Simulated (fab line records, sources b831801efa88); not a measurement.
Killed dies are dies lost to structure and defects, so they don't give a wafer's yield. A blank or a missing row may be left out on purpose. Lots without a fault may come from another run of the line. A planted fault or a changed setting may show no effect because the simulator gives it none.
A struck lot beside a sound one | flow sky130 | 18 steps out of a route of 708
Sound: wafers L385.1, L385.2, L385.6. Struck: wafers L399.1, L399.3, L399.5. The cause comes at the end.
At each step with rows: each side's tool, then ch and its chambers, then its first start. Under that, the readings that differ: sound wafers | struck wafers | difference of the means | sigmas: that difference in standard deviations of wafers without a fault.
alike: readings whose means differ by less than 2 such deviations, and words and numbers that are the same on both sides. not compared: withheld readings, readings that some wafer has no value for, bounds like >300 that may hide the same value, and numbers for which the record gives no deviation and whose values overlap.
The two part at a step that has a row with sigmas, a row that says differs or no value, or rows on one side only. Numbers that don't overlap but have no deviation are shown without sigmas and don't part them. A reading that every wafer of one side lacks parts them only if that side has two wafers or more.

first, 6 steps without rows for these wafers: SKY_RES_XHIGH_COAT_02 (resist thk 1140 nm); SKY_RES_XHIGH_SOFTBAKE_03 (time 60 s); SKY_RES_XHIGH_EXPOSE_04 (exposes mask URPM, target cd 1270 nm); SKY_RES_XHIGH_PEB_05; SKY_RES_XHIGH_DEVELOP_06 (develop time 60 s); SKY_RES_XHIGH_IMPLANT_07.
SKY_RES_XHIGH_STRIP_08: strips in O2/N2.
  sound on plasma_asher-03 ch 0,1, day 29 20:53; struck on plasma_asher-03 ch 0,1, day 33 20:49
  alike: drypump_motor_current_A, oes_product_au, strip_time_to_endpoint_s
  not compared: rf_hours_counter_h
SKY_RES_XHIGH_TW_MEAS_09:
  sound on film_metro-04, day 29 20:59; struck on film_metro-04, day 33 20:55
  alike: RES_XHIGH_TW
then, 4 steps without rows for these wafers: SKY_SD_N_DEHYDRATE_00 (time 60 s); SKY_SD_N_HMDS_01 (prime time 60 s); SKY_SD_N_COAT_02 (resist thk 1140 nm); SKY_SD_N_SOFTBAKE_03 (time 60 s).
SKY_SD_N_EXPOSE_04: exposes mask NSDM, target cd 380 nm.
  sound on iline_stepper-02 ch 0, day 30 10:53; struck on iline_stepper-02 ch 0, day 34 09:53
  reading              | sound                | struck               | difference | sigmas
  exposure_dose_mJ_cm2 | 140.98 140.74 141.17 | 154.74 154.80 154.94 | +13.86     | +99 or more
  alike: mask
then, 2 steps without rows for these wafers: SKY_SD_N_PEB_05; SKY_SD_N_DEVELOP_06 (develop time 60 s).
SKY_SD_N_CD_MEAS_07: target cd 380 nm.
  sound on cd_sem-01, day 31 00:34; struck on cd_sem-02, day 34 22:52
  reading    | sound             | struck            | difference | sigmas
  cd_nm (nm) | 381.6 377.9 381.3 | 409.5 408.6 407.2 | +28.2      | +12
SKY_SD_N_OVL_MEAS_08:
  sound on overlay-02, day 31 00:41; struck on overlay-01, day 34 22:59
  alike: SD_N_OVL
-- the record jumps here: 16 days lie between the struck wafers' starts before and after (it left off in module SD_N and takes up again in module PAD_OPEN, whose first step shown is number 708 of the route) --
SKY_PAD_OPEN_PROBE_99:
  sound on prober-01, day 48 03:59; struck on prober-02, day 50 18:20
  alike: killed_at_M0_to_M3, killed_at_M4_up, killed_at_contacts, killed_at_front_end, killed_at_other, killed_dies, killed_on_rim, killed_open, killed_short

WHERE THEY PART
First at SKY_SD_N_EXPOSE_04; last, within this record, at SKY_SD_N_CD_MEAS_07. Later steps at which nothing parts them and some readings are alike: SKY_SD_N_OVL_MEAS_08, SKY_PAD_OPEN_PROBE_99.

WHY: what the simulator had put in
Process parameter drift: iline_stepper-02, from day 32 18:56 on, at SKY_SD_N_EXPOSE_04. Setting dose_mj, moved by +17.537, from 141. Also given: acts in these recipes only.
